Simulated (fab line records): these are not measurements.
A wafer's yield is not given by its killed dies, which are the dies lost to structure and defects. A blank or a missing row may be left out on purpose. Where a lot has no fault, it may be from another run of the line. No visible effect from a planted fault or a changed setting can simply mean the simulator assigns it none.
2 desks looking at one fault	flow gf180mcu	every desk sees just its own numbers, and what lay behind them comes last

== METROLOGY DESK ==
Lot by lot, what the gauges showed, no matter which tool ran the lot: averages of those sampled wafers that carry a number. A lot is out of limits, marked OUT, if its mean lies more than 4 standard deviations from the usual mean; the brackets give that distance.
Columns: A = SALICIDE_TIN_RS at GF_SALICIDE_RS_MEAS_04, usual 16.46 ohm/sq; B = CONTACT_OVL at GF_CONTACT_OVL_MEAS_15, usual -1 nm
lot	first seen here	A	B
L121	day 15 09:55	16.22	0
L122	day 15 15:07	16.73	-4
L123	day 16 06:01	16.47	4
L124	day 16 22:31	16.09	1
L125	day 17 07:34	16.14	5
L127	day 18 06:40	16.75	-3
L129	day 18 13:25	16.16	1
L131	day 19 01:55	16.65	-8
L130	day 19 07:10	16.90	-2
L134	day 20 05:11	16.73	-4
L137	day 21 09:51	14.78 (-5.8) OUT	2
L136	day 21 12:18	14.98 (-5.1) OUT	4
L138	day 21 16:48	16.25	4
Per this desk, out of limits: L136, L137; the first was L137, day 21 09:51 (SALICIDE_TIN_RS at GF_SALICIDE_RS_MEAS_04). L121, L122, L123, L124, L125, L127, L129, L131, L130, L134, L138: within limits.

== AT THE TOOL OWNER'S DESK: pvd_sputter-01 ==
The tool's own readings at GF_SALICIDE_SPUTTER_02 (material Co, target thk 10 nm, time 20 s): means of the sampled wafers that have a number, for each lot that ran on this tool. A lot is out of limits, marked OUT, if its mean lies more than 4 standard deviations from the usual mean; the brackets give that distance.
Columns: A = throttle_valve_pct at GF_SALICIDE_SPUTTER_02, usual 30.2 %
lot	first seen here	A
L122	day 15 15:04	30.0
L127	day 18 06:37	29.1
L134	day 20 05:07	31.3
L137	day 21 09:47	30.1
L136	day 21 12:14	29.9
This desk's finding: nothing out of limits on any of the 5 lots.

== PUT TOGETHER ==
An alarm was possible from the metrology desk at day 21 09:51, on L136, L137.
The desk of the tool owner found nothing out of limits.
Tool owner's desk: L136, L137 on record, inside its limits.
GF_SALICIDE_SPUTTER_02 was run on pvd_sputter-01 by each of the lots named.

== WHAT HAD BEEN PUT IN BY THE SIMULATOR ==
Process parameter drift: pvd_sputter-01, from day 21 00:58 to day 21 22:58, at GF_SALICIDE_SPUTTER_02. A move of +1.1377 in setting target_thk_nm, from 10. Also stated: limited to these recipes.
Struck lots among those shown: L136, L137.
Time in hours between the start of the fault and the first out-of-limits reading at each desk: metrology desk, 9.
